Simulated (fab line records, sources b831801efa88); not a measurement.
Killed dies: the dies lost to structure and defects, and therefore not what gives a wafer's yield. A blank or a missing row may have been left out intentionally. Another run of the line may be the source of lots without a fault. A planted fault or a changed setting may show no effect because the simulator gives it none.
Which tool is to blame? -- flow sky130 -- Sampling: 6 lots, 18 wafers, 3 of 708 route steps

## WHAT THE GAUGES READ, wafer by wafer
SKY_LDD_LDN_TW_MEAS_13.
lot,measured,on,LDD_LDN_TW
L310,day 23 09:28,film metro-03,1459 1469 1460
L312,day 24 01:36,film metro-02,1490 1500 1495
L319,day 26 16:18,film metro-03,1472 1470 1478
L322,day 28 08:44,film metro-03,1528 1536 1539
L326,day 28 21:33,film metro-04,1490 1486 1493
L331,day 30 14:46,film metro-03,1483 1474 1478

## EACH LOT AND THE TOOL THAT RAN IT (in order: tool; ch and the chambers of the sampled wafers; start)
lot,SKY_POLY_GATE_ETCH_16,SKY_LDD_LDN_IMPLANT_10
L310,"rie diel-04 ch 0,2, day 16 20:50","implanter-03 ch 0, day 23 09:04"
L312,"rie diel-01 ch 0,3, day 17 11:33","implanter-04 ch 0, day 24 01:15"
L319,"rie diel-04 ch 0,2, day 20 06:59","implanter-01 ch 0, day 26 15:54"
L322,"rie diel-01 ch 0,1,3, day 22 03:51","implanter-04 ch 0, day 28 08:21"
L326,"rie diel-03 ch 1,2, day 22 17:53","implanter-03 ch 0, day 28 21:09"
L331,"rie diel-04 ch 0,1,3, day 24 13:47","implanter-03 ch 0, day 30 14:22"
- SKY_POLY_GATE_ETCH_16: etches Si3N4 in CH3F/O2, stops on poly-Si, time 147.5 s, target depth 75 nm.
- SKY_LDD_LDN_IMPLANT_10

## THE ANSWER, worked out from the rows above alone
Rule: the usual values come from the lots themselves. Put in order of their means at a reading, lots are off if they are a third of the lots or fewer, leave a main group of 4 or more, and stand apart from it by a gap of 3 or more times the standard deviation of the main group's means; of several such gaps the widest counts. The tables above print the reading to a certain number of digits; a main group whose means all agree to those digits is not used. A lot without any number at a reading at which 4 lots or more have one is off too. The other lots that the step has rows for count as sound.
Off: at SKY_LDD_LDN_TW_MEAS_13 (LDD_LDN_TW), L322. Mean 1480 and standard deviation 12 in the main group.
A tool fits if, at a process step before that reading, it ran every lot that is off, and no sound lot after the first of them. Those tools and the gauges at SKY_LDD_LDN_TW_MEAS_13 are tried in the same way. Can't be told from this: 2 tools fit, rie diel-01 at SKY_POLY_GATE_ETCH_16, implanter-04 at SKY_LDD_LDN_IMPLANT_10.

## WHAT WAS PUT IN BY THE SIMULATOR
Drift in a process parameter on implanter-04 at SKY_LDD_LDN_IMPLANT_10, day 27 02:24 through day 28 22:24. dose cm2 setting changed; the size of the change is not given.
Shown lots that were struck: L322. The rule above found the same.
